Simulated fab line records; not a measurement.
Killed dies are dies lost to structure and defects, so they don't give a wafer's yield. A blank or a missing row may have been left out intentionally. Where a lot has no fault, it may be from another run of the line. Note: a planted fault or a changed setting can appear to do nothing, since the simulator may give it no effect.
Chamber matching ; flow sfq line ; 3 sister chambers for SFQ_TRILAYER_L0_CAP_PECVD_011 on pecvd-03
The step deposits SiO2 from SiH4/N2O, time 13.333 s, target thk 60 nm. 3 wafers are shown with their chamber, then 7 later ones without.

WAFERS, EACH WITH ITS CHAMBER
wafer;chamber;throttle valve pct (%)
L584.4;1;24.1
L589.1;0;23.8
L589.2;2;25.2

WAFERS WHOSE CHAMBER IS MISSING
wafer;throttle valve pct (%)
L589.4;25.3
L591.4;23.9
L591.5;23.5
L591.6;25.0
L594.1;23.5
L594.3;25.3
L594.6;24.0

WHICH CHAMBER EACH ONE RAN IN
wafer;from the rows above;in truth
L589.4;2;2
L591.4;can't be placed: 0 or 1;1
L591.5;can't be placed: 0 or 1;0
L591.6;2;2
L594.1;can't be placed: 0 or 1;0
L594.3;2;2
L594.6;can't be placed: 1 or 0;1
3 of 7 placed correctly. These rows do not allow placing 4 (true chamber among the candidates in 4). 0 placed wrongly.
How it was worked out, from the rows above alone: a wafer's distance from a chamber is the root of the sum, over the readings, of the square of ((its reading less the chamber's mean) divided by the reading's scatter). If the next closest chamber is less than 2 further off than the closest, the wafer can't be placed; otherwise it belongs to the closest. Each chamber's mean is taken over the wafers shown for it. The scatter (one wafer shown for each chamber): square how far every hidden wafer sits from the nearest shown wafer, average those squares and take the square root.
